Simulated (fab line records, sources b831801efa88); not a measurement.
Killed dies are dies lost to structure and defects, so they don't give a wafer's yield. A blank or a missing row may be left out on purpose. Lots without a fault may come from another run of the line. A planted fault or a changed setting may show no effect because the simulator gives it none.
One fault seen from 2 desks | flow gf180mcu | each desk has only its own numbers; what lay behind them comes last

THE METROLOGY DESK
What the gauges read, lot by lot, whatever tool the lot ran on: means of the sampled wafers that have a number. A lot is out of limits, marked OUT, if its mean lies more than 4 standard deviations from the usual mean; the brackets give that distance.
Columns: A = VT_IMPLANT_02_OVL at GF_VT_IMPLANT_OVL_MEAS_29, usual -1.1 nm
lot  | first seen here | A
L400 | day 7 04:47     | -1.0
L401 | day 7 13:02     | -1.4
L403 | day 8 00:36     | -0.8
L404 | day 8 04:05     | -1.5
L405 | day 8 13:17     | -2.1
L406 | day 8 20:17     | -0.6
L407 | day 9 03:59     | -2.0
L410 | day 10 01:36    | -2.3
L414 | day 11 03:03    | -1.1
L417 | day 11 18:51    | -0.1
L419 | day 12 05:53    | -2.3
L420 | day 12 14:59    | -0.8
L421 | day 12 20:18    | -1.9
L422 | day 13 02:38    | -0.6
This desk's finding: nothing out of limits on any of the 14 lots.

THE TOOL OWNER'S DESK: implanter-03
The tool's own readings at GF_VT_IMPLANT_IMPLANT_30: means of the sampled wafers that have a number, for each lot that ran on this tool. A lot is out of limits, marked OUT, if its mean lies more than 4 standard deviations from the usual mean; the brackets give that distance.
Columns: A = dose_ions_cm2 at GF_VT_IMPLANT_IMPLANT_30, usual 2.5341e+12; B = end_station_pressure_torr at GF_VT_IMPLANT_IMPLANT_30, usual 4.97e-06 Torr
lot  | first seen here | A                    | B
L400 | day 7 04:53     | 2.5342e+12           | 4.75e-06
L401 | day 7 13:05     | 2.5342e+12           | 5.29e-06
L403 | day 8 00:41     | 2.5353e+12           | 5.07e-06
L405 | day 8 13:19     | 2.5338e+12           | 4.97e-06
L406 | day 8 20:20     | 2.4364e+12 (-34) OUT | 5.06e-06
L410 | day 10 01:39    | 2.4365e+12 (-34) OUT | 5.27e-06
L419 | day 12 05:56    | 2.5375e+12           | 5.10e-06
L420 | day 12 15:03    | 2.5329e+12           | 4.99e-06
This desk's finding: out of limits on L406, L410; first on L406, day 8 20:20 (dose_ions_cm2 at GF_VT_IMPLANT_IMPLANT_30). In limits: L400, L401, L403, L405, L419, L420.

PUT TOGETHER
The tool owner's desk could have raised an alarm at day 8 20:20, on L406, L410.
The metrology desk saw nothing out of limits.
The metrology desk has L406, L410 on record, within its limits.
Of the lots named, all ran GF_VT_IMPLANT_IMPLANT_30 on implanter-03.

WHAT THE SIMULATOR HAD PUT IN
Process parameter drift: implanter-03, from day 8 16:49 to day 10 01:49, at GF_VT_IMPLANT_IMPLANT_30. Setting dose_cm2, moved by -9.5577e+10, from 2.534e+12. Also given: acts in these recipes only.
Lots struck among those shown: L406, L410.
Hours from the fault's start to each desk's first reading out of limits: the tool owner's desk, 4.
